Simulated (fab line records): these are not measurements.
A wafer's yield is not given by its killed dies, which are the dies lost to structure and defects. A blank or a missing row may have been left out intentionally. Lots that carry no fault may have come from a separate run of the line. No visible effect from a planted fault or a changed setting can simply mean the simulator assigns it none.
What tool caused it? / flow sfq_line / at 1 step of a route of 325, 15 lots with 45 wafers sampled

WHAT EACH GAUGE READ, for each wafer
SFQ_I5_OVL_MEAS_936. Usual: I5_OVL gives -1 nm (standard deviation 5.1).
lot=L999; measured=day 66 01:40; on=overlay-01; I5_OVL (nm)=-10 -1 -4; flag=
lot=L100; measured=day 66 07:56; on=overlay-01; I5_OVL (nm)=1 -3 -5; flag=
lot=L102; measured=day 67 03:55; on=overlay-02; I5_OVL (nm)=-4 -4 -6; flag=
lot=L103; measured=day 67 07:31; on=overlay-01; I5_OVL (nm)=-5 -8 1; flag=
lot=L104; measured=day 67 20:54; on=overlay-01; I5_OVL (nm)=-5 -6 -10; flag=
lot=L105; measured=day 67 22:06; on=overlay-01; I5_OVL (nm)=-7 2 -11; flag=
lot=L106; measured=day 71 17:16; on=overlay-01; I5_OVL (nm)=5 4 1; flag=
lot=L108; measured=day 72 22:00; on=overlay-02; I5_OVL (nm)=-4 -6 -5; flag=
lot=L111; measured=day 73 06:23; on=overlay-02; I5_OVL (nm)=5 5 8; flag=
lot=L114; measured=day 73 16:08; on=overlay-02; I5_OVL (nm)=7 1 1; flag=
lot=L115; measured=day 73 18:31; on=overlay-02; I5_OVL (nm)=-10 -12 -10; flag=
lot=L117; measured=day 73 22:07; on=overlay-02; I5_OVL (nm)=-2 1 -1; flag=
lot=L118; measured=day 74 00:31; on=overlay-02; I5_OVL (nm)=1 5 -4; flag=
lot=L119; measured=day 74 02:55; on=overlay-02; I5_OVL (nm)=-1 -2 0; flag=
lot=L120; measured=day 74 06:38; on=overlay-02; I5_OVL (nm)=-2 1 -3; flag=

EACH LOT AND THE TOOL THAT RAN IT (in order: tool; ch and the chambers of the sampled wafers; start)
The record shows no process step preceding these readings.

WHAT THE TOOLS THEMSELVES READ (means of the sampled wafers that have a number; where no wafer has one, the mark that the record gives instead)
The record holds no such reading with a usual standard deviation.

THE ANSWER, worked out from the rows above alone
Rule: lot off if the mean of its wafers having a number is beyond 3 standard deviations from the usual mean. Also off: a lot with no number at a reading for which 4 or more lots have one. All remaining lots with rows at the step are treated as sound. First the gauges in route order, then the tools' own readings, where a lot's mean is used as printed above. The first step at which some lot is off is used, and at that step the reading that is off furthest; a lot without a number counts as furthest.
Across all readings shown, no lot is off: no conclusion can be drawn from this.

WHAT WAS PUT IN BY THE SIMULATOR
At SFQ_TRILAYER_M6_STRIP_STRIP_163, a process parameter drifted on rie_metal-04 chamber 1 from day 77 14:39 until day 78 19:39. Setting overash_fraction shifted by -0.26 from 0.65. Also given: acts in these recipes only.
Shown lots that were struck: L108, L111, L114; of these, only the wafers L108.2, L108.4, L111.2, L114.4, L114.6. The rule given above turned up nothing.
